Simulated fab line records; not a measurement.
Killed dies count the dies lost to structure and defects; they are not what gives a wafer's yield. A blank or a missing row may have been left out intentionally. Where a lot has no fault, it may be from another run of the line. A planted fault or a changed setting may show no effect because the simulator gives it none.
2 desks, one fault | flow sky130 | each desk has only its own numbers; what lay behind them comes last

== TOOL OWNER'S DESK, pvd_sputter-03 ==
The tool's own readings at SKY_CAPM_SPUTTER_02 (material TiN, target thk 200 nm, time 166.7 s): means of the sampled wafers that have a number, for each lot that ran on this tool. The brackets show how far a lot's mean lies from the usual mean; more than 4 standard deviations puts the lot out of limits, marked OUT.
Columns: A = throttle_valve_pct at SKY_CAPM_SPUTTER_02, usual 30.1 %
lot  | first seen here | A
L920 | day 36 02:56    | 29.2
L929 | day 39 08:25    | 29.0
L930 | day 39 10:31    | 28.9
L931 | day 39 18:27    | 29.0
This desk's finding: nothing out of limits on any of the 4 lots.

== METROLOGY DESK ==
Means of the sampled wafers that have a number, per lot and without regard to the tool the lot ran on: this is what the gauges read. The brackets show how far a lot's mean lies from the usual mean; more than 4 standard deviations puts the lot out of limits, marked OUT.
Columns: A = VIA2_W_THK at SKY_VIA2_THK_MEAS_23, usual 414 nm; B = CAPM_TIN_RS at SKY_CAPM_RS_MEAS_03, usual 6.89 ohm/sq; C = CAPM_TIN_THK at SKY_CAPM_THK_MEAS_04, usual 203.3 nm; D = cd_nm at SKY_METAL3_CD_MEAS_13, usual 300.4 nm
lot  | first seen here | A   | B    | C     | D
L920 | day 36 02:20    | 411 | 6.76 | 206.9 | 300.5
L922 | day 36 23:38    | 413 | 6.88 | 203.1 | 297.4
L924 | day 37 19:55    | 417 | 6.86 | 204.5 | 301.0
L925 | day 38 00:40    | 420 | 6.99 | 201.3 | 299.1
L926 | day 38 02:41    | 401 | 6.86 | 204.1 | 301.1
L927 | day 38 09:55    | 411 | 6.87 | 204.7 | 302.2
L928 | day 38 17:05    | 420 | 6.88 | 204.0 | 301.5
L929 | day 39 02:23    | 409 | 6.87 | 204.3 | 301.2
L930 | day 39 09:55    | 410 | 6.85 | 204.7 | 299.0
L931 | day 39 17:51    | 416 | 6.75 | 207.4 | 299.0
L942 | day 42 19:01    | 420 | 6.84 | 204.2 | 301.6
This desk's finding: nothing out of limits on any of the 11 lots.

== TAKEN TOGETHER ==
Nothing out of limits was seen by the tool owner's desk.
Nothing out of limits was seen by the metrology desk.

== WHAT WAS PUT IN BY THE SIMULATOR ==
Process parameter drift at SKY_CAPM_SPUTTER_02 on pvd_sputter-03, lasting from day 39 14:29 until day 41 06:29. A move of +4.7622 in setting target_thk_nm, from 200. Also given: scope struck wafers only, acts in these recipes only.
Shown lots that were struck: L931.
